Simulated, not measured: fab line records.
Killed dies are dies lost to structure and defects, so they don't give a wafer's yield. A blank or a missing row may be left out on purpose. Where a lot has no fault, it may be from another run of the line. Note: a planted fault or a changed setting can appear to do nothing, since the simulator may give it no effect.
8D (eight disciplines) problem report, filled in by code + flow sky130 + the parts of the form that need people (team, actions taken, sign-off) are left out

1. WHAT IS WRONG
oesProductAu at SKY_METAL4_ETCH_16 reads a mean of 0.833 a.u. on 2 wafers of 2 lots; wafers without a fault read 0.625 a.u. with a standard deviation of 0.0045. That is +46 standard deviations from the usual mean.
The step: etches BARC in N2/H2, stops on SiO2, time 88.2 s, target depth 60 nm.
First observed at day 43 23:42: wafer L479.2, on rieMetal-01. At this step, 32 wafers from 11 lots have a number in the record. By rule, "out" or "out of limits" means more than 4 standard deviations away from the usual mean. The rest of the wafers with a number are treated as sound.

2. WHAT IT IS, AND WHAT IT ISN'T
| question                    | is                       | is not                                                                                             |
|-----------------------------|--------------------------|----------------------------------------------------------------------------------------------------|
| which readings at this step | oesProductAu, runLengthS | drypumpMotorCurrentA                                                                               |
| which lots                  | L479, L481               | L472, L473, L474, L477, L488, L489, L493, L494, L495                                               |
| which wafers of those lots  | L479.2, L481.6           | L479.3, L479.5, L481.4                                                                             |
| read on which tools         | rieMetal-01              | rieMetal-02, rieMetal-03                                                                           |
| when                        | from day 43 23:42        | up to then (14 sound wafers); but 16 sound wafers of L481, L488, L489, L493, L494, L495 came after |

3. THE SUSPECTS, EACH WITH WHAT RULES IT OUT
Counting: if a tool at a process step up to the reading ran every lot that is out, it stays a suspect. Sound lots after the first of them don't rule it out here, since some wafers of a struck lot are sound.
- rieMetal-01 at SKY_METAL4_ETCH_16 (etches BARC in N2/H2, stops on SiO2, time 88.2 s, target depth 60 nm): kept. It ran every lot that is out, first L479 (day 43 23:42); its last sound lot up to then is L477 (day 43 12:21). Its own readings are out on those wafers: oesProductAu, runLengthS.
- The sound lot-mates ran in chamber 1 of rieMetal-01 at SKY_METAL4_ETCH_16, but the wafers that are out ran in chamber 0.
Left after counting: rieMetal-01 at SKY_METAL4_ETCH_16.

4. THE CAUSE (what the simulator had put in)
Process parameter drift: rieMetal-01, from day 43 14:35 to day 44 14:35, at SKY_METAL4_ETCH_16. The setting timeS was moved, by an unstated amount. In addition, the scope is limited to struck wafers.
This tool alone remained once counting was done.

5. THE CHAIN OF EFFECTS, in route order
Rows list readings where the struck wafers' mean (over those with a number) sits beyond 3 standard deviations from the usual. Only readings whose record carries a usual standard deviation are examined. hours: median over the lots of the time between each lot's start at the first step of this table that gives one and its start at this step. sigmas: the change, counted in usual standard deviations.
| hours | step               | reading      | usual      | on struck wafers | change | sigmas |
|-------|--------------------|--------------|------------|------------------|--------|--------|
| 0     | SKY_METAL4_ETCH_16 | oesProductAu | 0.625 a.u. | 0.833            | +0.208 | +46    |
| 0     | SKY_METAL4_ETCH_16 | runLengthS   | 116.8 s    | 90.0             | -26.8  | -28    |
Here are the process steps it includes:
- SKY_METAL4_ETCH_16: etches BARC in N2/H2, stops on SiO2, time 88.2 s, target depth 60 nm.

6. WHAT WOULD HAVE CAUGHT IT SOONER
First out-of-limits reading in this record: day 43 23:42, which is 9 hours after fault onset at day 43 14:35.
